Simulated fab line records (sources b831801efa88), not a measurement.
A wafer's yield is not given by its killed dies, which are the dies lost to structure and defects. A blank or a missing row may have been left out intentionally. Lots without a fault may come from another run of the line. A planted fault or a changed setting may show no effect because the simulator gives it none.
8D (eight disciplines) problem report, filled in by code	flow sky130	the parts of the form that need people (team, actions taken, sign-off) are left out

1. THE ISSUE
Mean of beam energy keV at SKY_VT_ADJUST_HVTP_IMPLANT_09: 158.67 across 6 wafers in 2 lots; on wafers with no fault it is 149.99 (standard deviation 0.054). That is +99 or more standard deviations from the usual mean.
The first sign was on wafer L565.2 at day 11 05:20, on implanter-01. The record has a number at this step for 18 wafers belonging to 6 lots. Rule for "out", or "out of limits": more than 4 standard deviations from the usual mean. The rest of the wafers with a number are treated as sound.

2. WHAT THIS IS AND IS NOT
question	is	is not
which readings at this step	beam energy keV	-
which lots	L565, L566	L554, L557, L567, L568
which wafers of those lots	all that have a number	-
read on which tools	implanter-01	implanter-02, implanter-04
when	from day 11 05:20	up to then (6 sound wafers); but 6 sound wafers of L567, L568 came after

3. WHAT RULES OUT EACH SUSPECT
Counting: any tool at a process step up to the reading is kept as a suspect provided that every lot that is out went through it and no sound lot did after the first of them.
- implanter-01 at SKY_VT_ADJUST_HVTP_IMPLANT_09: kept. It ran every lot that is out, first L565 (day 11 05:20), and no sound lot after that; its last sound lot up to then is L557 (day 9 00:58). On those wafers its own readings are out: beam energy keV.
Left after counting: implanter-01 at SKY_VT_ADJUST_HVTP_IMPLANT_09.

4. THE CAUSE (what the simulator had put in)
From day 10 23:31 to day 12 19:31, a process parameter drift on implanter-01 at SKY_VT_ADJUST_HVTP_IMPLANT_09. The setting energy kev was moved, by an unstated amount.
This tool alone remained once counting was done.

5. THE CHAIN OF EFFECTS, in route order
Each row: a reading where the mean over the struck wafers with a number is more than 3 standard deviations away from the usual. Scope: only readings with a usual standard deviation given in the record; hours: median across lots of the time from each lot's start at the first step in this table that gives one to its start at this step; sigmas: change in usual standard deviations.
hours	step	reading	usual	on struck wafers	change	sigmas
0	SKY_VT_ADJUST_HVTP_IMPLANT_09	beam energy keV	149.99	158.67	+8.68	+99 or more
Its process steps:
- SKY_VT_ADJUST_HVTP_IMPLANT_09

6. WHAT WOULD HAVE CAUGHT IT SOONER
In this record no reading fell out of limits until day 11 05:20, 6 hours after the fault had begun at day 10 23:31.
